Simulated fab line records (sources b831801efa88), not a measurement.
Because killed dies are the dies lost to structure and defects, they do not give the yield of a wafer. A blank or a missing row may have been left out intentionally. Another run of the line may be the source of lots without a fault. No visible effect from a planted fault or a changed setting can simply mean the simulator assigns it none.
What tool caused it? ; flow gf180mcu ; Sampling: 13 lots, 39 wafers, 5 of 602 route steps

== WHAT EACH GAUGE READ, for each wafer ==
GF_MVSD_TW_MEAS_11. Usual: for MVSD_TW the level is 1588 and the standard deviation is 13.
lot;measured;on;MVSD_TW;flag
L171;day 5 04:25;film metro-01;1590 1587 1595;
L172;day 5 16:01;film metro-04;1600 1597 1596;
L173;day 5 20:50;film metro-01;1594 1587 1593;
L174;day 5 23:31;film metro-02;1582 1572 1587;
L175;day 6 04:47;film metro-01;1594 1592 1576;
L176;day 6 11:23;film metro-02;1579 1576 1583;
L177;day 6 18:05;film metro-01;1576 1584 1580;
L180;day 7 05:16;film metro-04;1596 1595 1594;
L181;day 7 17:02;film metro-04;1609 1598 1608;
L182;day 7 20:58;film metro-02;1576 1569 1579;
L185;day 8 13:05;film metro-04;1602 1598 1596;
L186;day 8 20:35;film metro-04;1603 1611 1604;
L190;day 9 17:46;film metro-04;1601 1597 1607;

GF_MVPSD_TW_MEAS_11. Usual: for MVPSD_TW the level is 555 and the standard deviation is 4.3.
lot;measured;on;MVPSD_TW;flag
L171;day 5 18:58;film metro-01;558 557 557;
L172;day 6 07:07;film metro-04;562 560 565;
L173;day 6 11:44;film metro-01;555 555 556;
L174;day 6 14:55;film metro-01;553 554 555;
L175;day 6 19:56;film metro-02;550 550 551;
L176;day 7 02:35;film metro-02;554 549 551;
L177;day 7 10:03;film metro-01;554 554 555;
L180;day 7 21:19;film metro-02;550 547 548;
L181;day 8 09:27;film metro-04;561 562 558;
L182;day 8 13:46;film metro-04;558 561 561;
L185;day 9 06:55;film metro-01;555 553 555;
L186;day 9 14:23;film metro-04;558 560 555;
L190;day 10 12:38;film metro-01;548 549 549;

GF_VT_IMPLANT_RS_MEAS_49: the measuring method here is four-point-probe. Usual: for MVPSD_RS the level is 1173.5 ohm/sq and the standard deviation is 2.9.
lot;measured;on;MVPSD_RS (ohm/sq);flag
L171;day 8 10:15;film metro-04;1173.1 1173.6 1174.6;
L172;day 8 23:50;film metro-02;1171.2 1171.8 1172.3;
L173;day 9 06:50;film metro-04;1168.8 1171.6 1168.6;
L174;day 9 08:45;film metro-02;1175.2 1171.9 1175.2;
L175;day 9 16:43;film metro-02;1173.6 1174.0 1176.1;
L176;day 9 23:47;film metro-02;1172.5 1174.0 1174.4;
L177;day 10 07:53;film metro-02;1177.1 1177.1 1175.4;
L180;day 10 21:35;film metro-04;1173.8 1176.5 1173.8;
L181;day 11 08:37;film metro-04;1173.9 1172.5 1175.0;
L182;day 11 14:09;film metro-02;1173.4 1176.0 1172.4;
L185;day 12 08:58;film metro-01;1178.7 1179.2 1178.0;
L186;day 12 17:41;film metro-01;1171.4 1170.5 1168.9;
L190;day 13 18:31;film metro-01;1170.3 1171.3 1171.8;

GF_DUAL_GATE_THK_MEAS_03. Usual: for DUAL_GATE_OXIDATION_00_THK the level is 10.84 nm and the standard deviation is 0.19.
lot;measured;on;DUAL_GATE_OXIDATION_00_THK (nm);flag
L171;day 8 12:00;film metro-03;10.83 10.85 10.74;
L172;day 9 02:13;film metro-02;10.73 10.66 10.60;
L173;day 9 08:53;film metro-04;11.19 11.07 11.18;
L174;day 9 11:50;film metro-04;11.09 11.07 11.08;
L175;day 9 18:26;film metro-03;10.67 10.45 10.23;
L176;day 10 01:59;film metro-03;10.84 10.96 10.79;
L177;day 10 10:01;film metro-04;10.95 10.72 10.87;
L180;day 11 03:05;film metro-04;19.21 19.20 19.17;OFF
L181;day 11 11:28;film metro-02;11.11 10.99 10.95;
L182;day 11 15:55;film metro-03;11.02 10.83 10.93;
L185;day 12 11:24;film metro-03;19.03 18.94 18.92;OFF
L186;day 12 19:26;film metro-04;10.88 10.80 10.69;
L190;day 13 20:29;film metro-03;11.37 11.05 11.15;

== TOOL THAT RAN EACH LOT (tool first, then ch and the chambers of the sampled wafers, then the start) ==
lot;GF_DUAL_GATE_OXIDATION_02
L171;furnace-01 ch 0, day 8 10:33
L172;furnace-01 ch 0, day 9 00:46
L173;furnace-02 ch 0, day 9 07:26
L174;furnace-02 ch 0, day 9 10:23
L175;furnace-01 ch 0, day 9 16:59
L176;furnace-02 ch 0, day 10 00:31
L177;furnace-02 ch 0, day 10 08:34
L180;furnace-02 ch 0, day 11 01:38
L181;furnace-01 ch 0, day 11 10:01
L182;furnace-01 ch 0, day 11 14:28
L185;furnace-02 ch 0, day 12 09:57
L186;furnace-01 ch 0, day 12 17:58
L190;furnace-01 ch 0, day 13 19:02
- GF_DUAL_GATE_OXIDATION_02: stabilise 600 s, purge 300 s, target thk 10.887 nm.

== WHAT THE TOOLS THEMSELVES READ (means of the sampled wafers that have a number; where no wafer has one, the mark that the record gives instead) ==
GF_DUAL_GATE_OXIDATION_02. Usual: spike tc bottom C 916.1 C, standard deviation 1.8; spike tc centre C 900.2 C, standard deviation 1; spike tc lower C 900.6 C, standard deviation 1.1; spike tc top C 908.5 C, standard deviation 1.4; spike tc upper C 900.6 C, standard deviation 1.3; tube center temp C 899.99 C, standard deviation 0.083; tube_center_temp_C_max 902.3, standard deviation 0.39; zone power lower pct 18.4 %, standard deviation 0.3; zone power top pct 35.0 %, standard deviation 1.1; zone power upper pct 17.6 %, standard deviation 0.53.
lot;tool;spike tc bottom C (C);spike tc centre C (C);spike tc lower C (C);spike tc top C (C);spike tc upper C (C);tube center temp C (C);tube_center_temp_C_max;zone power lower pct (%);zone power top pct (%);zone power upper pct (%);flag
L171;furnace-01;915.0;898.9;900.1;908.5;899.4;899.95;902.3;18.2;36.1;17.2;
L172;furnace-01;914.0;899.6;900.1;907.5;899.2;899.98;902.1;18.1;36.1;17.2;
L173;furnace-02;917.9;900.3;901.7;910.1;900.8;900.00;902.3;18.6;34.2;18.3;
L174;furnace-02;917.2;900.4;902.0;909.9;900.3;900.06;901.9;18.6;33.7;18.2;
L175;furnace-01;915.4;899.9;900.4;907.2;899.1;900.02;902.2;18.1;35.6;17.2;
L176;furnace-02;917.1;900.0;901.1;910.5;901.4;900.00;902.3;18.5;33.6;18.2;
L177;furnace-02;918.5;900.9;901.3;909.3;902.0;899.95;902.0;18.7;33.8;18.2;
L180;furnace-02;971.1;952.0;953.5;961.1;953.2;952.27;954.7;21.3;37.6;20.6;OFF
L181;furnace-01;914.9;900.2;900.5;907.0;900.7;899.98;902.0;18.2;35.5;17.2;
L182;furnace-01;914.2;900.5;900.1;907.4;899.5;899.91;902.2;18.1;36.1;17.1;
L185;furnace-02;969.8;952.8;953.2;961.5;954.2;952.16;954.1;21.4;37.5;20.7;OFF
L186;furnace-01;914.5;899.7;900.4;907.3;900.0;900.01;902.5;18.3;35.7;17.3;
L190;furnace-01;915.8;900.3;900.3;906.9;899.5;900.00;902.3;18.1;35.6;17.1;

== THE ANSWER, worked out from the rows above alone ==
Rule: a lot is off if the mean of its wafers that have a number lies more than 3 standard deviations from the usual mean. A lot without any number at a reading at which 4 lots or more have one is off too. All remaining lots with rows at the step are treated as sound. After the gauges, taken in route order, come the tools' own readings; for these a lot's mean is taken, as printed above. The first step at which some lot is off is used, and at that step the reading that is off furthest; a lot without a number counts as furthest.
Off: at GF_DUAL_GATE_THK_MEAS_03 (DUAL_GATE_OXIDATION_00_THK), L180, L185.
A tool fits if, at a process step before that reading, it ran every lot that is off, and no sound lot after the first of them. Not tried: the gauges at GF_DUAL_GATE_THK_MEAS_03; whatever is off there is also off at GF_DUAL_GATE_OXIDATION_02, on other tools, and gauge error can't account for it. One fits: GF_DUAL_GATE_OXIDATION_02 on furnace-02. A fault onset in the window from L177 (day 10 08:34, its last sound lot) to L180 (day 11 01:38, its first lot off) fits.
The tool's own readings at GF_DUAL_GATE_OXIDATION_02 bear it out: on the lots that are off they differ by more than 5 times the standard deviation of the sound lots' means. spike tc bottom C reads 970.5 C there against 915.9 C on the sound lots; spike tc centre C reads 952.4 C there against 900.1 C on the sound lots; spike tc lower C reads 953.4 C there against 900.7 C on the sound lots; spike tc top C reads 961.3 C there against 908.3 C on the sound lots; spike tc upper C reads 953.7 C there against 900.2 C on the sound lots; tube center temp C reads 952.21 C there against 899.99 C on the sound lots; tube_center_temp_C_max reads 954.4 there against 902.2 on the sound lots; zone power lower pct reads 21.4 % there against 18.3 % on the sound lots; zone power upper pct reads 20.6 % there against 17.6 % on the sound lots.

== WHAT WAS PUT IN BY THE SIMULATOR ==
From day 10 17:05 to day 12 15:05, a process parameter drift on furnace-02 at GF_DUAL_GATE_OXIDATION_02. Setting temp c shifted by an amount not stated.
Shown lots that were struck: L180, L185. The same result came from the rule above.
